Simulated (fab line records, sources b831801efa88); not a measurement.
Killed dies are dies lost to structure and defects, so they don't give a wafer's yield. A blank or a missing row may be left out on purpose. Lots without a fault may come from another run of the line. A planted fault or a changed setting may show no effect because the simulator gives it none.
fab line records | flow sky130
record lots=13 wafers=39 last_day=50
route steps=708 shown SD_N@354 LI_CONTACT@377 LOCAL_INTERCONNECT@394 PAD_OPEN@708
lots that met no fault: from a run of the same line without faults
start_h: hours from the record's first day to the start of the lot's first wafer shown | wait_h: hours since the lot's step before | " the same as in the row above | L1.1+2: a row that stands for several wafers | - no value, or no start given | * or withheld: withheld | < > ~ a bound
route shown NAME@n: a module of which the file shows steps, and the number in the route of the first | usual: mean/standard deviation of fault-free wafers | same: alike in all rows | chamber/n: place in a boat | sites: the reading at each site | _std_site: their standard deviation | _edge_site: outer sites' mean less inner sites' | radius_mm: how far each site lies from the wafer's centre | mask NAME#n: copy n | behind: the tool/chamber that last shaped the wafer | hold: why the lot was held/for how many hours/how that ended | device: the transistor (n, p or np) that didn't switch | end of line: the same wafers' tests at the end of the route | a step without rows: its recipe alone | killed: dies lost to structure and defects at the first sort, not the wafer's yield | map: a wafer's dies, x killed, . not, _ none there
set.NAME: the setting as run; set.NAME@STEP: as run at that earlier step | model.NAME: the simulator's own value behind a step, which no gauge read
steps of the route over a sample of lots; a table a step, a row a wafer
services: from which hour (start_h, from the record's first day; less than 0 if before it) a tool's chamber was out of use, for how many hours, and why
## steps
# step SKY_SD_N_TW_MEAS_12
# usual SD_N_TW=4026/69
# columns lot.wafer tool chamber start_h wait_h SD_N_TW
L476.1 film_metro-02 - 641.64 0.1 3960
L476.2 " - " " 3982
L476.5 " - " " 3987
L477.1 film_metro-04 - 645.02 0.1 3907
L477.4 " - " " 3924
L477.5 " - " " 3911
L479.1 film_metro-02 - 678.42 0.1 3953
L479.4 " - " " 3951
L479.5 " - " " 3946
L483.3 film_metro-01 - 712.89 0.1 4090
L483.5 " - " " 4081
L483.6 " - " " 4092
L489.1 film_metro-01 - 760.84 0.1 4102
L489.2 " - " " 4090
L489.4 " - " " 4086
L490.2 film_metro-02 - 762.26 0.1 3969
L490.3 " - " " 3966
L490.6 " - " " 3960
L491.3 film_metro-02 - 769.81 0.1 3955
L491.4 " - " " 3966
L491.5 " - " " 3984
L494.2 film_metro-01 - 798.96 0.1 4113
L494.5 " - " " 4098
L494.6 " - " " 4108
L493.2 film_metro-01 - 802.83 0.1 4077
L493.4 " - " " 4065
L493.5 " - " " 4076
L495.2 film_metro-02 - 803.73 0.1 3975
L495.3 " - " " 3979
L495.5 " - " " 3969
L496.2 film_metro-01 - 805.76 0.1 4087
L496.3 " - " " 4076
L496.5 " - " " 4077
L497.1 film_metro-01 - 816.57 0.1 4076
L497.2 " - " " 4073
L497.3 " - " " 4077
L498.1 film_metro-02 - 819.79 0.1 3992
L498.3 " - " " 3991
L498.6 " - " " 3988
# step SKY_LI_CONTACT_ETCH_15
# recipe target=PSG chemistry=C4F8/O2/Ar stop_on=Si taper_deg=4.15 mask_material=KrF-thick source_w=1500 bias_w=1200 pressure_mtorr=40 c4f8_flow_sccm=withheld O2_flow_sccm=6 Ar_flow_sccm=300 time_s=withheld target_depth_a=6000
# usual oes_product_au=0.836/0.0047
# columns lot.wafer tool chamber start_h wait_h oes_product_au
L476.1 rie_diel-03 0 671.78 0.0 0.826
L476.2 " 1 " " 0.837
L476.5 " 0 " " 0.834
L477.1 rie_diel-03 2 674.69 0.0 0.842
L477.4 " 1 " " 0.838
L477.5 " 3 " " 0.833
L479.1 rie_diel-01 2 708.03 0.0 0.841
L479.4 " 1 " " 0.844
L479.5 " 3 " " 0.842
L483.3 rie_diel-04 3 741.73 0.0 0.839
L483.5 " 0 " " 0.837
L483.6 " 1 " " 0.834
L489.1 rie_diel-01 2 789.24 0.0 0.833
L489.2 " 1 " " 0.838
L489.4 " 3 " " 0.825
L490.2 rie_diel-04 2 790.68 0.0 0.832
L490.3 " 3 " " 0.836
L490.6 " 3 " " 0.839
L491.3 rie_diel-01 3 797.38 0.0 0.837
L491.4 " 2 " " 0.835
L491.5 " 1 " " 0.835
L494.2 rie_diel-01 3 826.99 0.0 0.839
L494.5 " 3 " " 0.832
L494.6 " 1 " " 0.838
L493.2 rie_diel-01 1 830.53 0.0 0.836
L493.4 " 1 " " 0.842
L493.5 " 0 " " 0.842
L495.2 rie_diel-01 1 832.19 0.0 0.827
L495.3 " 0 " " 0.839
L495.5 " 1 " " 0.831
L496.2 rie_diel-04 2 833.93 0.0 0.827
L496.3 " 0 " " 0.831
L496.5 " 1 " " 0.833
L497.1 rie_diel-01 0 844.08 0.0 0.836
L497.2 " 1 " " 0.835
L497.3 " 3 " " 0.833
L498.1 rie_diel-01 1 847.38 0.0 0.840
L498.3 " 3 " " 0.836
L498.6 " 3 " " 0.838
# step SKY_LOCAL_INTERCONNECT_SOFTBAKE_07
# recipe temp_c=100 time_s=90 resist=KrF-thick
# usual heater_power_total_W=57.37/0.12 run_length_s=118.97/0.19
# columns lot.wafer tool chamber start_h wait_h heater_power_total_W run_length_s
L476.1 litho_track-04 0 686 - 57.29 118.90
L476.2 " 0 " " 57.55 118.87
L476.5 " 0 " " 57.32 118.81
L477.1 litho_track-04 0 689 - 57.45 119.21
L477.4 " 0 " " 57.24 118.99
L477.5 " 0 " " 57.59 119.00
L479.1 litho_track-02 0 723 - 57.42 118.86
L479.4 " 0 " " 57.22 118.71
L479.5 " 0 " " 57.11 118.79
L483.3 litho_track-02 0 757 - 57.39 118.70
L483.5 " 0 " " 57.31 119.04
L483.6 " 0 " " 57.26 118.77
L489.1 litho_track-03 0 803 - 62.77 96.81
L489.2 " 0 " " 62.96 97.09
L489.4 " 0 " " 62.76 96.83
L490.2 litho_track-03 0 804 - 62.86 96.93
L490.3 " 0 " " 62.76 96.80
L490.6 " 0 " " 62.66 97.15
L491.3 litho_track-04 0 812 - 57.47 119.16
L491.4 " 0 " " 57.41 119.02
L491.5 " 0 " " 57.40 118.83
L494.2 litho_track-02 0 841 - 57.27 118.75
L494.5 " 0 " " 57.48 118.87
L494.6 " 0 " " 57.37 118.73
L493.2 litho_track-02 0 845 - 57.15 118.80
L493.4 " 0 " " 57.18 118.75
L493.5 " 0 " " 57.48 118.82
L495.2 litho_track-04 0 847 - 57.40 119.13
L495.3 " 0 " " 57.46 118.79
L495.5 " 0 " " 57.43 119.02
L496.2 litho_track-04 0 848 - 57.29 118.98
L496.3 " 0 " " 57.33 118.92
L496.5 " 0 " " 57.25 119.03
L497.1 litho_track-04 0 857 - 57.48 119.07
L497.2 " 0 " " 57.49 118.96
L497.3 " 0 " " 57.51 118.82
L498.1 litho_track-02 0 861 - 57.33 118.72
L498.3 " 0 " " 57.37 118.91
L498.6 " 0 " " 57.17 118.96
# step SKY_LOCAL_INTERCONNECT_METAL_ETCH_14
# recipe target_depth_nm=110 stop_on=PSG chemistry=Cl2/BCl3 target=TiN resist_sidewall_deg=88 pressure_mtorr=10 icp_w=900 bias_w=48.5 Cl2_flow_sccm=60 bcl3_flow_sccm=30 time_s=31.4
# usual drypump_motor_current_A=5.5/0.52 oes_product_au=0.942/0.0088 throttle_valve_pct=21.900/0.01
# columns lot.wafer tool chamber start_h wait_h drypump_motor_current_A oes_product_au rf_hours_counter_h throttle_valve_pct
L476.1 rie_metal-03 1 701.01 0.0 6.5 0.939 12 21.907
L476.2 " 0 " " 5.5 0.941 10 21.908
L476.5 " 1 " " 6.5 0.944 - 21.905
L477.1 rie_metal-03 1 703.80 0.0 6.5 0.927 12 21.889
L477.4 " 1 " " 6.5 0.935 - 21.911
L477.5 " 1 " " 6.5 0.925 - 21.905
L479.1 rie_metal-02 1 736.96 0.0 5.0 0.950 6 21.908
L479.4 " 1 " " 5.1 0.944 - 21.887
L479.5 " 1 " " 5.0 0.945 - 21.896
L483.3 rie_metal-02 0 770.97 0.0 5.3 0.936 - 21.905
L483.5 " 0 " " 5.3 0.936 - 21.903
L483.6 " 1 " " 5.1 0.940 - 21.902
L489.1 rie_metal-03 0 817.67 0.1 5.6 0.943 15 21.902
L489.2 " 0 " " 5.5 0.941 - 21.887
L489.4 " 0 " " 5.5 0.931 - 21.907
L490.2 rie_metal-04 0 818.86 0.0 4.9 0.932 0 21.888
L490.3 " 1 " " 5.9 0.932 - 21.917
L490.6 " 1 " " 5.9 0.943 - 21.903
L491.3 rie_metal-03 0 826.25 0.1 5.5 0.948 - 21.897
L491.4 " 0 " " 5.5 0.944 - 21.928
L491.5 " 0 " " 5.6 0.935 - 21.893
L494.2 rie_metal-04 0 853.90 0.0 5.0 0.933 2 21.909
L494.5 " 0 " " 4.9 0.948 - 21.898
L494.6 " 1 " " 5.9 0.942 - 21.901
L493.2 rie_metal-02 1 858.64 0.1 5.0 0.940 - 21.898
L493.4 " 1 " " 5.1 0.942 - 21.894
L493.5 " 1 " " 5.1 0.942 - 21.896
L495.2 rie_metal-03 1 859.66 0.1 6.5 0.946 - 21.884
L495.3 " 1 " " 6.5 0.948 - 21.901
L495.5 " 1 " " 6.5 0.944 - 21.901
L496.2 rie_metal-04 1 861.25 0.0 5.9 0.940 3 21.892
L496.3 " 1 " " 5.9 0.939 - 21.920
L496.5 " 0 " " 5.0 0.931 - 21.905
L497.1 rie_metal-04 1 871.05 0.0 5.9 0.928 3 21.911
L497.2 " 0 " " 5.0 0.940 2 21.904
L497.3 " 1 " " 5.8 0.937 - 21.889
L498.1 rie_metal-03 0 875.50 0.1 5.5 0.942 0 21.892
L498.3 " 1 " " 6.5 0.946 - 21.893
L498.6 " 0 " " 5.5 0.930 - 21.906
# step SKY_PAD_OPEN_PROBE_99
# usual killed_at_M0_to_M3=44/6.9 killed_at_M4_up=3.3/1.8 killed_at_contacts=24/5 killed_at_front_end=16/4.6 killed_at_other=0.2/0.42 killed_dies=88/9.2 killed_open=48/7.3 killed_short=40/6.5
# same gross_dies=492 killed_at_back_side=0
# columns lot.wafer tool chamber start_h wait_h killed_at_M0_to_M3 killed_at_M4_up killed_at_contacts killed_at_front_end killed_at_other killed_dies killed_open killed_short
L476.1 prober-01 - 1072.33 0.1 45 4 23 13 0 85 40 45
L476.2 prober-01 - 1072.38 0.1 47 8 27 14 0 96 48 48
L476.5 prober-01 - 1072.53 0.2 53 5 30 18 0 106 55 51
L483.3 prober-02 - 1125.75 0.2 49 3 24 11 0 87 56 31
L483.5 prober-02 - 1125.85 0.2 50 2 16 14 0 82 41 41
L483.6 prober-02 - 1125.90 0.2 39 4 28 15 0 86 53 33
L489.1 prober-02 - 1157.27 0.1 43 1 25 15 0 84 50 34
L491.3 prober-02 - 1164.85 0.2 49 8 17 17 0 91 41 50
L491.4 prober-02 - 1164.90 0.2 45 1 40 11 0 97 62 35
L491.5 prober-02 - 1164.95 0.2 45 6 25 18 0 94 47 47
L493.2 prober-01 - 1186.03 0.1 50 2 26 12 1 91 42 48
L493.4 prober-01 - 1186.13 0.2 47 3 32 11 1 94 43 50
L493.5 prober-01 - 1186.18 0.2 45 2 20 14 0 81 43 38
L497.1 prober-02 - 1192.56 0.1 49 5 25 20 0 99 52 47
L497.2 prober-02 - 1192.61 0.1 42 5 13 21 0 81 39 42
L497.3 prober-02 - 1192.66 0.2 51 0 21 21 0 93 48 45
# killed by level:class
L476.1 VIA1:geometric_particle:open=10 CONTACT:geometric_particle:open=9 METAL2:geometric_particle:short=9 CONTACT:geometric_particle:short=7 FIELD_ISO:geometric_particle:short=5 METAL1:geometric_particle:short=5 LOCAL_INTERCONNECT:geometric_particle:short=4 VIA1:geometric_particle:short=4
L476.2 CONTACT:geometric_particle:open=18 VIA1:geometric_particle:short=11 VIA1:geometric_particle:open=8 VIA3:geometric_particle:short=6 POLY_GATE:geometric_particle:open=5 CONTACT:geometric_particle:short=5 METAL1:geometric_particle:short=5 METAL4:geometric_particle:short=5
L476.5 VIA1:geometric_particle:open=10 CONTACT:geometric_particle:open=10 LI_CONTACT:geometric_particle:open=9 CONTACT:geometric_particle:short=7 METAL1:geometric_particle:short=7 VIA2:geometric_particle:open=7 FIELD_ISO:geometric_particle:open=6 METAL2:geometric_particle:short=6
L483.3 CONTACT:geometric_particle:open=13 VIA1:geometric_particle:open=12 METAL3:geometric_particle:short=7 FIELD_ISO:geometric_particle:open=5 POLY_GATE:geometric_particle:open=5 VIA3:geometric_particle:open=5 VIA2:geometric_particle:open=5 LI_CONTACT:geometric_particle:open=4
L483.5 METAL2:geometric_particle:short=13 VIA3:geometric_particle:open=10 VIA1:geometric_particle:open=9 VIA1:geometric_particle:short=8 POLY_GATE:geometric_particle:open=6 LI_CONTACT:geometric_particle:open=6 CONTACT:geometric_particle:open=5 VIA3:geometric_particle:short=4
L483.6 LI_CONTACT:geometric_particle:open=11 CONTACT:geometric_particle:open=10 VIA1:geometric_particle:open=10 METAL1:geometric_particle:short=5 VIA3:geometric_particle:open=5 POLY_GATE:geometric_particle:short=4 LOCAL_INTERCONNECT:geometric_particle:short=4 FIELD_ISO:geometric_particle:short=3
L489.1 CONTACT:geometric_particle:open=11 VIA2:geometric_particle:open=7 LI_CONTACT:geometric_particle:open=6 POLY_GATE:geometric_particle:open=5 VIA1:geometric_particle:short=5 VIA1:geometric_particle:open=5 METAL2:geometric_particle:short=5 VIA3:geometric_particle:open=5
L491.3 VIA1:geometric_particle:open=10 CONTACT:geometric_particle:open=8 METAL1:geometric_particle:short=8 METAL4:geometric_particle:short=7 VIA1:geometric_particle:short=6 METAL2:geometric_particle:short=6 VIA2:geometric_particle:open=5 FIELD_ISO:geometric_particle:open=4
L491.4 CONTACT:geometric_particle:open=13 VIA2:geometric_particle:open=13 VIA1:geometric_particle:open=10 CONTACT:geometric_particle:short=10 LI_CONTACT:geometric_particle:open=8 LOCAL_INTERCONNECT:geometric_particle:short=8 VIA3:geometric_particle:open=7 VIA1:geometric_particle:short=5
L491.5 VIA1:geometric_particle:open=11 VIA1:geometric_particle:short=10 CONTACT:geometric_particle:open=10 METAL1:geometric_particle:short=6 FIELD_ISO:geometric_particle:open=5 METAL2:geometric_particle:short=5 LI_CONTACT:geometric_particle:open=4 LOCAL_INTERCONNECT:geometric_particle:short=4
L493.2 METAL1:geometric_particle:short=10 CONTACT:geometric_particle:open=9 VIA1:geometric_particle:open=8 LI_CONTACT:geometric_particle:open=7 METAL2:geometric_particle:short=7 VIA3:geometric_particle:open=7 VIA1:geometric_particle:short=6 LOCAL_INTERCONNECT:geometric_particle:short=5
L493.4 CONTACT:geometric_particle:open=10 VIA2:geometric_particle:open=8 LI_CONTACT:geometric_particle:open=6 LOCAL_INTERCONNECT:geometric_particle:short=6 CONTACT:geometric_particle:short=6 VIA1:geometric_particle:open=6 POLY_GATE:geometric_particle:short=5 METAL1:geometric_particle:short=5
L493.5 CONTACT:geometric_particle:open=7 VIA1:geometric_particle:open=7 VIA3:geometric_particle:open=7 POLY_GATE:geometric_particle:open=6 VIA2:geometric_particle:open=6 METAL1:geometric_particle:short=5 CONTACT:geometric_particle:short=5 VIA1:geometric_particle:short=5
L497.1 CONTACT:geometric_particle:open=13 METAL1:geometric_particle:short=8 VIA1:geometric_particle:open=8 VIA2:geometric_particle:open=6 POLY_GATE:geometric_particle:open=5 POLY_GATE:geometric_particle:short=5 METAL1:geometric_particle:open=5 METAL2:geometric_particle:short=5
L497.2 VIA1:geometric_particle:open=11 METAL1:geometric_particle:short=10 FIELD_ISO:geometric_particle:open=8 CONTACT:geometric_particle:open=7 VIA1:geometric_particle:short=6 METAL2:geometric_particle:short=5 METAL4:geometric_particle:short=4 FIELD_ISO:geometric_particle:short=3
L497.3 CONTACT:geometric_particle:open=11 VIA1:geometric_particle:short=9 VIA3:geometric_particle:open=9 VIA1:geometric_particle:open=8 VIA2:geometric_particle:short=6 FIELD_ISO:geometric_particle:short=5 POLY_GATE:geometric_particle:open=5 METAL1:geometric_particle:short=5
## services
# columns tool chamber start_h hours kind
rie_metal-03 - 666.33 28.1 pm
rie_diel-01 - 682.59 1.8 repair
rie_diel-04 2 686.13 2.0 repair
rie_metal-02 0 701.99 13.6 repair
rie_diel-04 2 754.90 6.5 repair
rie_metal-04 1 770.04 - clean
rie_metal-04 1 770.04 24.8 scheduled_down
rie_metal-04 1 770.04 24.8 vent_cycle
rie_diel-04 0 785.82 - clean
rie_metal-04 0 796.32 - clean
rie_metal-04 0 796.32 15.1 scheduled_down
rie_metal-04 0 796.32 15.1 vent_cycle
rie_metal-02 1 798.45 5.3 repair
rie_diel-03 - 806.87 0.6 repair
rie_diel-04 - 807.14 4.0 pm
rie_diel-03 3 811.05 7.2 repair
rie_metal-03 1 816.79 - clean
rie_metal-03 1 816.79 17.5 scheduled_down
rie_metal-03 1 816.79 17.5 vent_cycle
rie_diel-01 2 822.98 55.5 repair
rie_metal-03 0 856.03 - clean
rie_metal-03 0 856.03 14.7 scheduled_down
rie_metal-03 0 856.03 14.7 vent_cycle
rie_metal-02 - 870.41 2.1 repair
## key
first_sign step=SKY_LOCAL_INTERCONNECT_SOFTBAKE_07 reading=run_length_s direction=down sigmas=99+ usual=* struck=*
effect step=SKY_LOCAL_INTERCONNECT_SOFTBAKE_07 reading=heater_power_total_W direction=up sigmas=46 usual=* struck=*
met_at SKY_LOCAL_INTERCONNECT_SOFTBAKE_07
struck_lots L489,L490
tester_left_out L489,L490
not_acting_at SKY_SD_N_TW_MEAS_12,SKY_LI_CONTACT_ETCH_15,SKY_LOCAL_INTERCONNECT_METAL_ETCH_14
fault kind=process_parameter_drift tool=litho_track-03 chamber=- onset_h=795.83 steps=SKY_LOCAL_INTERCONNECT_SOFTBAKE_07 channel=time_s offset=* shape=step end_h=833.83 acts_in=* stated=*
# tester_left_out: of these lots the tester's yield and bins aren't shown, on N5 and GAA mostly nor the transistor test; their killed dies are dies lost to structure and defects alone, not to doping, threshold or leakage, so they don't give the yield
